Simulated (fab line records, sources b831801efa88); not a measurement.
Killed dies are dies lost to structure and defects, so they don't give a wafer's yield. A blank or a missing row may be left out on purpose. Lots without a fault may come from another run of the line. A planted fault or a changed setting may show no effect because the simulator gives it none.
Split-lot experiment | flow gf180mcu | 5 lots, 23 wafers read, on a route of 602 steps

THE SPLIT
At GF_SAB_CVD_00 (deposits SiO2 from TEOS, target thk 50 nm, time 4.9302 s), the setting time_s was moved away from the recipe's 4.9302 s on 9 of the 23 wafers read, by -11.3% to +8.8%. The other wafers ran this setting at the recipe's value.

The file shows no step between the split and the reading.

THE READING
SAB_CVD_00_THK, in nm, at GF_SAB_THK_MEAS_01. Fault-free wafers of this fab line usually give 49.8 nm, standard deviation 0.66 nm.

wafer  | tool, chamber at the split | time_s as run, s | against the recipe | SAB_CVD_00_THK, nm | against lot-mates on the recipe
L079.1 | pecvd-01, 2                | 5.362            | +8.8%              | 53.6               | +3.1
L079.3 | pecvd-01, 0                | 5.362            | +8.8%              | 54.5               | +4.0
L079.4 | pecvd-01, 1                | 4.9302           | recipe             | 50.5               | -
L079.5 | pecvd-01, 0                | 4.9302           | recipe             | 50.6               | -
L079.6 | pecvd-01, 2                | 5.362            | +8.8%              | 54.2               | +3.7
L081.1 | pecvd-01, 1                | 4.372            | -11.3%             | 43.1               | -6.0
L081.2 | pecvd-01, 0                | 4.372            | -11.3%             | 43.0               | -6.1
L081.3 | pecvd-01, 2                | 4.9302           | recipe             | 48.7               | -
L081.5 | pecvd-01, 0                | 4.9302           | recipe             | 49.5               | -
L081.6 | pecvd-01, 1                | 4.372            | -11.3%             | 43.1               | -6.0
L080.1 | pecvd-01, 1                | 4.9302           | recipe             | 48.4               | -
L080.2 | pecvd-01, 0                | 4.9302           | recipe             | 49.4               | -
L080.3 | pecvd-01, 2                | 4.9302           | recipe             | 49.0               | -
L080.4 | pecvd-01, 2                | 4.9302           | recipe             | 49.5               | -
L080.5 | pecvd-01, 1                | 4.9302           | recipe             | 49.1               | -
L082.1 | pecvd-03, 2                | 5.312            | +7.7%              | 53.9               | +3.4
L082.2 | pecvd-03, 0                | 5.312            | +7.7%              | 53.7               | +3.2
L082.3 | pecvd-03, 1                | 5.312            | +7.7%              | 53.8               | +3.3
L082.4 | pecvd-03, 1                | 4.9302           | recipe             | 50.4               | -
L082.5 | pecvd-03, 0                | 4.9302           | recipe             | 50.6               | -
L085.3 | pecvd-04, 2                | 4.9302           | recipe             | 49.3               | -
L085.4 | pecvd-04, 0                | 4.9302           | recipe             | 51.0               | -
L085.6 | pecvd-04, 1                | 4.9302           | recipe             | 50.7               | -

THE FIT
A straight line over all 23 wafers: SAB_CVD_00_THK changes by +0.551 nm for each +1% of time_s; r = +0.98; the points scatter about the line by 0.71 nm.
The same after taking each lot's own level away (the mean of its wafers on the recipe; 23 wafers): +0.476 nm for each +1%; r = +0.99; scatter 0.49 nm.
On that fit, the largest move of time_s shifts the reading by 5.4 nm.
The lots' own levels span 49.08 to 50.55 nm, that is 2.2 times the standard deviation above.
So the lot-to-lot level changes the slope: the two fits differ.
Check: with one of the wafers moved furthest among these (-11.3%) left out of the fit, the line predicts -5.49 nm for it against its lot-mates. It came out at -6 nm against them.

OTHER SPLITS ON THESE WAFERS
These wafers also went through other splits before the reading. Each is held against what the fit with the lots' levels taken away leaves over:
other split on the same wafers      | wafers away from the commonest value | r with SAB_CVD_00_THK (lot level and that fit taken away)
GF_HV_LDD_DEVELOP_30 develop_time_s | 4                                    | +0.10
GF_HV_LDD_COAT_41 spin_rpm          | 7                                    | -0.03
GF_HV_LDD_SOFTBAKE_42 temp_c        | 9                                    | -0.19
GF_NSD_COAT_02 spin_rpm             | 7                                    | +0.25
GF_NSD_IMPLANT_09 energy_kev        | 3                                    | -0.01
GF_PSD_IMPLANT_09 energy_kev        | 5                                    | -0.25

THE WHOLE CHAIN: every reading that the file lists as answering this split, in the file's order
step                    | what it does                                             | reading                                                                    | change (the file's fit)               | r (the file's)
GF_SAB_CVD_00           | deposits SiO2 from TEOS, target thk 50 nm, time 4.9302 s | SiO2_of_SAB_CVD_00.thk_nm (the simulator's own value, which no gauge read) | +0.474 nm for each +1% of the setting | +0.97
GF_SAB_THK_MEAS_01      |                                                          | SAB_CVD_00_THK                                                             | +0.472 for each +1% of the setting    | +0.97
GF_SALICIDE_WET_ETCH_01 | etches SiO2 in dHF, target depth 5 nm, time 100 s        | SiO2_of_SAB_CVD_00.thk_nm (the simulator's own value, which no gauge read) | +0.476 nm for each +1% of the setting | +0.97

THE FILE'S OWN FIT
SAB_CVD_00_THK changes by +0.472 nm for each +1% of time_s, r = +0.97.
